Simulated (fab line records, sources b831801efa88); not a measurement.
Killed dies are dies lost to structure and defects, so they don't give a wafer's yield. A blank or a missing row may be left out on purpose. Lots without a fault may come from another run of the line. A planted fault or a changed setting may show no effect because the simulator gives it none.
Split-lot experiment | flow sfq_line | 5 lots, 23 wafers read, on a route of 325 steps

THE SPLIT
At SFQ_TRILAYER_M7_DEP_SPUTTER_175 (material Nb, target thk 200 nm, time 133.3 s), the setting time_s was moved away from the recipe's 133.3 s on 5 of the 23 wafers read, by -5.0% to +7.1%. The other wafers ran this setting at the recipe's value.

FROM THE SPLIT TO THE READING: what the file shows between them, 2 steps
- SFQ_M7_RS_MEAS_943: measures by four-point-probe
- SFQ_TRILAYER_M7_BARC_OPEN_METAL_ETCH_229: etches BARC in O2, target depth 125 nm, time 41.7 s (also split here: icp_w)

THE READING
oes_product_au, in a.u., at SFQ_TRILAYER_M7_ETCH_METAL_ETCH_180 (etches Nb in Cl2/Ar, stops on SiO2, target depth 240 nm, time 120 s). Fault-free wafers of this fab line usually give 0.891 a.u., standard deviation 0.0086 a.u..

wafer  | tool, chamber at the split | time_s as run, s | against the recipe | oes_product_au, a.u. | against lot-mates on the recipe
L074.1 | pvd_sputter-03, -          | 133.3            | recipe             | 0.890                | -
L074.2 | pvd_sputter-03, -          | 133.3            | recipe             | 0.877                | -
L074.3 | pvd_sputter-03, -          | 133.3            | recipe             | 0.896                | -
L074.4 | pvd_sputter-03, -          | 133.3            | recipe             | 0.897                | -
L074.6 | pvd_sputter-03, -          | 133.3            | recipe             | 0.889                | -
L075.3 | pvd_sputter-06, -          | 133.3            | recipe             | 0.904                | -
L075.4 | pvd_sputter-06, -          | 133.3            | recipe             | 0.901                | -
L075.5 | pvd_sputter-06, -          | 133.3            | recipe             | 0.902                | -
L076.2 | pvd_sputter-05, -          | 126.6            | -5.0%              | 0.865                | -0.033
L076.3 | pvd_sputter-05, -          | 126.6            | -5.0%              | 0.883                | -0.015
L076.4 | pvd_sputter-05, -          | 126.6            | -5.0%              | 0.873                | -0.025
L076.5 | pvd_sputter-05, -          | 133.3            | recipe             | 0.900                | -
L076.6 | pvd_sputter-05, -          | 133.3            | recipe             | 0.896                | -
L077.1 | pvd_sputter-03, -          | 133.3            | recipe             | 0.898                | -
L077.3 | pvd_sputter-03, -          | 133.3            | recipe             | 0.900                | -
L077.4 | pvd_sputter-03, -          | 133.3            | recipe             | 0.899                | -
L077.5 | pvd_sputter-03, -          | 133.3            | recipe             | 0.902                | -
L077.6 | pvd_sputter-03, -          | 133.3            | recipe             | 0.899                | -
L083.2 | pvd_sputter-05, -          | 142.8            | +7.1%              | 0.931                | +0.034
L083.3 | pvd_sputter-05, -          | 142.8            | +7.1%              | 0.937                | +0.040
L083.4 | pvd_sputter-05, -          | 133.3            | recipe             | 0.888                | -
L083.5 | pvd_sputter-05, -          | 133.3            | recipe             | 0.895                | -
L083.6 | pvd_sputter-05, -          | 133.3            | recipe             | 0.909                | -

THE FIT
A straight line over all 23 wafers: oes_product_au changes by +0.00496 a.u. for each +1% of time_s; r = +0.90; the points scatter about the line by 0.0072 a.u..
The same after taking each lot's own level away (the mean of its wafers on the recipe; 23 wafers): +0.00502 a.u. for each +1%; r = +0.93; scatter 0.0057 a.u..
On that fit, the largest move of time_s shifts the reading by 0.036 a.u..
The lots' own levels span 0.8898 to 0.9023 a.u., that is 1.5 times the standard deviation above.
So the lot-to-lot level changes the slope little: the two slopes agree.
Check: with one of the wafers moved furthest among these (+7.1%) left out of the fit, the line predicts +0.0371 a.u. for it against its lot-mates. It came out at +0.0337 a.u. against them.

OTHER SPLITS ON THESE WAFERS
These wafers also went through other splits before the reading. Each is held against what the fit with the lots' levels taken away leaves over:
other split on the same wafers                  | wafers away from the commonest value | r with oes_product_au (lot level and that fit taken away)
SFQ_TRILAYER_I5_BARC_OPEN_VIA_ETCH_200 source_w | 7                                    | +0.13
SFQ_TRILAYER_C5_LITHO_COAT_156 resist_thk_nm    | 8                                    | +0.35
SFQ_TRILAYER_M6_DEP_SPUTTER_157 power_w         | 11                                   | +0.25
SFQ_TRILAYER_M6_LITHO_PEB_162 peb_time_s        | 11                                   | -0.06
SFQ_TRILAYER_I6_VIA_LITHO_COAT_174 spin_rpm     | 8                                    | -0.05
SFQ_TRILAYER_M7_BARC_OPEN_METAL_ETCH_229 icp_w  | 5                                    | +0.08

THE WHOLE CHAIN: every reading that the file lists as answering this split, in the file's order
step                                | what it does                                                        | reading                                                                                   | change (the file's fit)                   | r (the file's)
SFQ_TRILAYER_M7_DEP_SPUTTER_175     | material Nb, target thk 200 nm, time 133.3 s                        | Nb_of_TRILAYER_M7_DEP_SPUTTER_175.thk_nm (the simulator's own value, which no gauge read) | +2.31 nm for each +1% of the setting      | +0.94
SFQ_M7_RS_MEAS_943                  | measures by four-point-probe                                        | M7_NB_RS                                                                                  | -0.01 for each +1% of the setting         | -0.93
SFQ_TRILAYER_M7_ETCH_METAL_ETCH_180 | etches Nb in Cl2/Ar, stops on SiO2, target depth 240 nm, time 120 s | oes_product_au                                                                            | +0.00506 a.u. for each +1% of the setting | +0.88

THE FILE'S OWN FIT
oes_product_au changes by +0.00506 a.u. for each +1% of time_s, r = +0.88.
